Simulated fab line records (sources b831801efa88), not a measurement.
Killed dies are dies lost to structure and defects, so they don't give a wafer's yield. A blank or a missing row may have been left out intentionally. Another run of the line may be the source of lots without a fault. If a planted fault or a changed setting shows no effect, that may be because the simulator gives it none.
fab line records	flow sky130
[record] lots = 6	wafers = 18	lastDay = 50
route steps=708 shown POLY_GATE@219
lots untouched by any fault: they come from a run of this same line in which no faults occurred
startH: start of the lot's first displayed wafer, in hours after the record's first day	waitH: how many hours have passed since the lot's step before this one	" the same as in the row above	L1.1+2: a single row standing in for several wafers	- no value, or no start given	* or withheld: withheld	< > ~ a bound
route shown NAME@n: names a module that has steps shown in the file, with the first one's number in the route	usual: mean/standard deviation taken from wafers without a fault	same: alike in all rows	chamber/n: place in a boat	sites: per-site readings	_std_site: the values' standard deviation	_edge_site: inner sites' mean taken away from outer sites' mean	radiusMm: for every site, how far away it sits from the centre of the wafer	mask NAME#n: copy n	behind: the most recent tool/chamber to have shaped the wafer	hold: the reason the lot was held/the length of the hold in hours/how it ended	device: the n, p or np transistor that did not switch	end of line: tests run on the same wafers once the route is complete	a step without rows: its recipe alone	killed: dies that structure and defects cost at the first sort, which is not the same as the wafer's yield	map: a wafer's dies, x killed, . not, _ none there
set.NAME: the setting that was run; set.NAME@STEP: the one run at that earlier step	model.NAME: the simulator's own value behind a step, which no gauge read
lots at selected steps of the route; one table per step, one row per wafer
services: a tool's chamber out of use, with start hour (startH, from the record's first day; less than 0 if before it), hours out, and reason
[[steps]]
[step SKY_POLY_GATE_DEHYDRATE_05]
[recipe] tempC = 200	timeS = 60
[step SKY_POLY_GATE_HMDS_06]
[recipe] primeTimeS = 60	primeTempC = 120
[step SKY_POLY_GATE_COAT_07]
[recipe] resist = BARC	tempC = withheld	timeS = withheld	spinRpm = 3000	resistThkNm = 110
[step SKY_POLY_GATE_COAT_08]
[recipe] resist = KrF-thick	spinRpm = 3000	resistThkNm = 450
[step SKY_POLY_GATE_SOFTBAKE_09]
[recipe] tempC = 100	timeS = 90	resist = KrF-thick
[step SKY_POLY_GATE_EXPOSE_10]
[recipe] maskId = P1M	na = 0.68	sourceShape = conventional	sigmaOuter = 0.6	targetCdNm = 150	doseMj = 28
[step SKY_POLY_GATE_PEB_11]
[recipe] pebTempC = withheld	pebTimeS = withheld	resist = KrF-thick
[step SKY_POLY_GATE_DEVELOP_12]
[recipe] developTimeS = 60	resist = KrF-thick	devTempC = 21
[step SKY_POLY_GATE_CD_MEAS_13]
[recipe] targetCdNm = 150
[usual] cdNm = 150.4/1.1
lot.wafer	tool	chamber	startH	waitH	cdNm
L859.2	cdSem-01	-	467.58	-	152.1
L859.3	"	-	"	"	151.3
L859.4	"	-	"	"	151.3
L862.1	cdSem-01	-	493.68	-	149.0
L862.2	"	-	"	"	150.3
L862.3	"	-	"	"	151.0
L863.2	cdSem-02	-	498.60	-	150.6
L863.4	"	-	"	"	152.4
L863.5	"	-	"	"	151.2
L864.3	cdSem-01	-	503.52	-	152.2
L864.4	"	-	"	"	151.4
L864.6	"	-	"	"	151.8
L866.1	cdSem-02	-	522.41	-	151.6
L866.3	"	-	"	"	152.0
L866.5	"	-	"	"	151.0
L868.1	cdSem-02	-	578.66	-	151.2
L868.5	"	-	"	"	151.1
L868.6	"	-	"	"	151.8
[step SKY_POLY_GATE_OVL_MEAS_14]
[usual] POLY_GATE_OVL = -2/5.2
lot.wafer	tool	chamber	startH	waitH	POLY_GATE_OVL[nm]
L859.2	overlay-02	-	467.69	0.1	-4
L859.3	"	-	"	"	-9
L859.4	"	-	"	"	2
L862.1	overlay-01	-	493.80	0.1	-6
L862.2	"	-	"	"	1
L862.3	"	-	"	"	7
L863.2	overlay-01	-	498.70	0.1	2
L863.4	"	-	"	"	-1
L863.5	"	-	"	"	-1
L864.3	overlay-01	-	503.61	0.1	-3
L864.4	"	-	"	"	-7
L864.6	"	-	"	"	1
L866.1	overlay-01	-	522.53	0.1	-4
L866.3	"	-	"	"	2
L866.5	"	-	"	"	-11
L868.1	overlay-01	-	578.78	0.1	0
L868.5	"	-	"	"	1
L868.6	"	-	"	"	6
[step SKY_POLY_GATE_ETCH_15]
[recipe] chemistry = N2/H2	target = BARC	ionEnergyEv = 200	sourceW = 500	biasW = 100	pressureMtorr = 30	n2FlowSccm = 100	h2FlowSccm = 200	stopOn = SiO2	timeS = 118.5	targetDepthA = 1100
[usual] drypumpMotorCurrentA = 5.6/0.4	oesProductAu = 0.716/0.0046	throttleValvePct = 13.213/0.0089
[same] timeS = 118.5
lot.wafer	tool	chamber	startH	waitH	drypumpMotorCurrentA	oesProductAu	rfHoursCounterH	throttleValvePct
L859.2	rieDiel-02	2	467.72	0.0	5.3	0.716	6	13.218
L859.3	"	1	"	"	5.5	0.724	52	13.208
L859.4	"	3	"	"	5.9	0.716	35	13.209
L862.1	rieDiel-01	3	493.83	0.0	5.7	0.714	76	13.227
L862.2	"	2	"	"	6.2	0.717	34	13.213
L862.3	"	1	"	"	6.0	0.711	41	13.221
L863.2	rieDiel-02	0	498.73	0.0	5.4	0.720	14	13.227
L863.4	"	2	"	"	5.3	0.718	-	13.202
L863.5	"	3	"	"	5.9	0.720	-	13.214
L864.3	rieDiel-01	2	503.63	0.0	6.3	0.721	34	13.227
L864.4	"	0	"	"	4.9	0.719	42	13.220
L864.6	"	3	"	"	5.7	0.710	-	13.227
L866.1	rieDiel-01	3	522.57	0.0	5.7	0.721	77	13.205
L866.3	"	1	"	"	6.0	0.709	41	13.210
L866.5	"	1	"	"	6.0	0.715	-	13.211
L868.1	rieDiel-02	2	578.82	0.0	5.3	0.712	8	13.207
L868.5	"	1	"	"	5.5	0.716	-	13.223
L868.6	"	2	"	"	5.3	0.719	-	13.201
[step SKY_POLY_GATE_ETCH_16]
[recipe] stopOn = poly-Si	chemistry = CH3F/O2	target = Si3N4	sourceW = 400	biasW = 80	pressureMtorr = 25	ch3fFlowSccm = 40	O2_flow_sccm = 30	timeS = 147.5	targetDepthA = 750
[usual] drypumpMotorCurrentA = 5.6/0.4	oesProductAu = 0.639/0.0053	throttleValvePct = 10.535/0.009
[same] timeS = 147.5
lot.wafer	tool	chamber	startH	waitH	drypumpMotorCurrentA	oesProductAu	rfHoursCounterH	throttleValvePct
L859.2	rieDiel-02	2	467.80	0.0	5.3	0.640	6	10.517
L859.3	"	1	"	"	5.5	0.643	52	10.549
L859.4	"	3	"	"	5.9	0.638	35	10.539
L862.1	rieDiel-01	3	493.91	0.0	5.7	0.651	77	10.545
L862.2	"	2	"	"	6.2	0.651	34	10.542
L862.3	"	1	"	"	6.0	0.644	41	10.539
L863.2	rieDiel-02	0	498.81	0.0	5.4	0.652	14	10.515
L863.4	"	2	"	"	5.3	0.639	-	10.535
L863.5	"	3	"	"	5.9	0.643	-	10.542
L864.3	rieDiel-01	2	503.71	0.0	6.2	0.638	34	10.523
L864.4	"	0	"	"	5.0	0.631	42	10.526
L864.6	"	3	"	"	5.7	0.637	-	10.539
L866.1	rieDiel-01	3	522.65	0.0	5.7	0.644	77	10.536
L866.3	"	1	"	"	6.0	0.642	41	10.534
L866.5	"	1	"	"	6.0	0.641	-	10.523
L868.1	rieDiel-02	2	578.90	0.0	5.3	0.637	8	10.537
L868.5	"	1	"	"	5.5	0.634	-	10.539
L868.6	"	2	"	"	5.3	0.633	-	10.534
[step SKY_POLY_GATE_ETCH_17]
[recipe] targetDepthNm = 180	stopOn = SiO2	overEtchFrac = 0.56667	chemistry = HBr/Cl2	target = poly-Si	icpW = 400	biasW = 100	pressureMtorr = 10	HBr_flow_sccm = 150	Cl2_flow_sccm = 50	timeS = 70.5
[usual] drypumpMotorCurrentA = 5.7/0.5	oesProductAu = 0.990/0.0056	overEtchFrac = 0.56667/0	throttleValvePct = 33.684/0.0095
[same] timeS = 70.5
lot.wafer	tool	chamber	startH	waitH	drypumpMotorCurrentA	oesProductAu	overEtchFrac	rfHoursCounterH	throttleValvePct	model.POLY_GATE.featureDepthNm	model.etch.depthNm	model.KrF-thick_of_POLY_GATE_COAT_08.thkNm
L859.2	rieSi-01	0	467.90	0.0	5.3	0.996	0.56667	1	33.681	178.6	178.6	139.7
L859.3	"	3	"	"	6.3	0.992	0.56667	1	33.681	179.2	179.2	139.3
L859.4	"	1	"	"	5.3	0.984	0.56667	2	33.677	177.3	177.3	138.5
L862.1	rieSi-02	2	494.01	0.0	4.9	0.985	0.56667	1	33.684	180.5	180.5	138.8
L862.2	"	1	"	"	5.2	0.983	0.56667	0	33.672	177.7	177.7	140.1
L862.3	"	0	"	"	6.0	0.987	0.56667	5	33.689	179	179	135.1
L863.2	rieSi-01	1	498.91	0.0	5.2	0.993	0.56667	3	33.684	180.5	180.5	139
L863.4	"	3	"	"	6.2	0.993	0.56667	1	33.673	178.9	178.9	137.9
L863.5	"	1	"	"	5.3	0.983	0.56667	-	33.677	179.2	179.2	136.9
L864.3	rieSi-02	1	503.81	0.0	5.2	0.986	0.15001	0	33.677	130.8	130.8	164.3
L864.4	"	2	"	"	4.9	0.990	0.56667	1	33.701	180.3	180.3	140.5
L864.6	"	1	"	"	5.2	0.994	0.15001	-	33.683	131.7	131.7	167
L866.1	rieSi-02	0	522.75	0.0	6.0	0.991	0.56667	5	33.680	179.7	179.7	138.1
L866.3	"	1	"	"	5.2	1.005	0.15001	0	33.689	131.8	131.8	161.2
L866.5	"	2	"	"	4.9	0.989	0.56667	-	33.678	179.5	179.5	138.5
L868.1	rieSi-01	1	579.00	0.0	5.3	0.979	0.56667	3	33.669	177.2	177.2	137.9
L868.5	"	2	"	"	6.0	0.988	0.56667	-	33.705	179.4	179.4	134.3
L868.6	"	1	"	"	5.3	0.980	0.56667	-	33.688	178.1	178.1	136.1
[step SKY_POLY_GATE_STRIP_18]
[recipe] chemistry = O2/N2	powerW = 1400	pressureMtorr = 1500	platenTempC = withheld	o2FlowSccm = 3000	n2FlowSccm = 300	overashFraction = 0.5
[usual] drypumpMotorCurrentA = 5.5/0.39	oesProductAu = 0.360/0.0045	stripTimeToEndpointS = 3.147/0.027
[same] overashFraction = 0.5
lot.wafer	tool	chamber	startH	waitH	drypumpMotorCurrentA	oesProductAu	rfHoursCounterH	stripTimeToEndpointS
L859.2	plasmaAsher-03	1	467.95	0.0	5.7	0.364	3	3.163
L859.3	"	1	"	"	5.7	0.361	-	3.159
L859.4	"	0	"	"	5.0	0.356	-	3.160
L862.1	plasmaAsher-03	0	494.07	0.0	5.1	0.358	6	3.154
L862.2	"	1	"	"	5.7	0.362	6	3.179
L862.3	"	1	"	"	5.7	0.349	-	3.117
L863.2	plasmaAsher-04	0	498.97	0.0	6.0	0.368	78	3.148
L863.4	"	0	"	"	6.0	0.356	-	3.140
L863.5	"	1	"	"	5.8	0.358	-	3.121
L864.3	plasmaAsher-03	1	503.90	0.1	5.7	0.372	-	3.419
L864.4	"	0	"	"	5.1	0.359	-	3.179
L864.6	"	0	"	"	5.1	0.374	-	3.465
L866.1	plasmaAsher-04	0	522.80	0.0	6.0	0.352	81	3.151
L866.3	"	0	"	"	6.0	0.371	-	3.392
L866.5	"	0	"	"	6.0	0.352	-	3.148
L868.1	plasmaAsher-03	0	579.06	0.0	5.0	0.355	15	3.137
L868.5	"	0	"	"	5.0	0.363	-	3.094
L868.6	"	1	"	"	5.7	0.362	-	3.112
[step SKY_POLY_GATE_CLEAN_19]
[recipe] chemistry = SC1/SC2	mix = 1:4:20	tempC = 70	timeS = 150	dry = n2Spin
[[services]]
tool	chamber	startH	hours	kind
rieSi-02	1	462.89	-	clean
rieSi-02	1	462.89	20.3	scheduledDown
rieSi-02	1	462.89	20.3	ventCycle
rieSi-01	2	470.08	6.1	repair
rieSi-02	-	472.48	14.6	pm
rieDiel-02	2	474.31	1.6	repair
rieSi-01	3	475.10	7.1	repair
rieDiel-02	1	497.70	30.6	repair
rieDiel-01	3	508.82	3.4	repair
rieDiel-01	0	513.85	5.6	repair
rieSi-02	3	546.46	5.6	repair
plasmaAsher-03	-	558.52	2.5	repair
rieSi-02	1	563.25	6.6	repair
rieSi-01	3	571.83	13.2	repair
rieSi-02	-	572.60	0.3	repair
rieDiel-02	3	574.51	5.1	repair
plasmaAsher-04	-	576.53	2.8	repair
[[key]]
[firstSign] step = SKY_POLY_GATE_ETCH_17	reading = overEtchFrac	direction = down	sigmas = 99+	usual = 0.56667	struck = 0.15001
[effect] step = SKY_POLY_GATE_STRIP_18	reading = stripTimeToEndpointS	direction = up	sigmas = 10	usual = *	struck = *
[modelEffect] step = SKY_POLY_GATE_ETCH_17	value = POLY_GATE.featureDepthNm	without = 179.1	struck = 131.4
metAt SKY_POLY_GATE_ETCH_17
struckWafers L864.3,L864.6,L866.3
laterRowsLeftOut L864.3,L864.6,L866.3
sortLeftOut L864.3,L864.6,L866.3
testerLeftOut L864,L866
onsetBetween 494.01 503.81
[fault] kind = processParameterDrift	tool = rieSi-02	chamber = 1	onsetH = 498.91	steps = SKY_POLY_GATE_ETCH_17	channel = overEtchFrac	offset = -0.41666	shape = step	endH = 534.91	stated = 0.56667
// testerLeftOut: of these lots the tester's yield and bins aren't shown, on N5 and GAA mostly nor the transistor test; their killed dies are dies lost to structure and defects alone, not to doping, threshold or leakage, so they don't give the yield
// sortLeftOut: the simulated sort isn't trusted on such a fault, so these wafers' sort isn't shown, and their yield isn't known
// laterRowsLeftOut: the simulator's readings of these wafers behind a module that went badly wrong aren't trusted and aren't shown, but for the sort
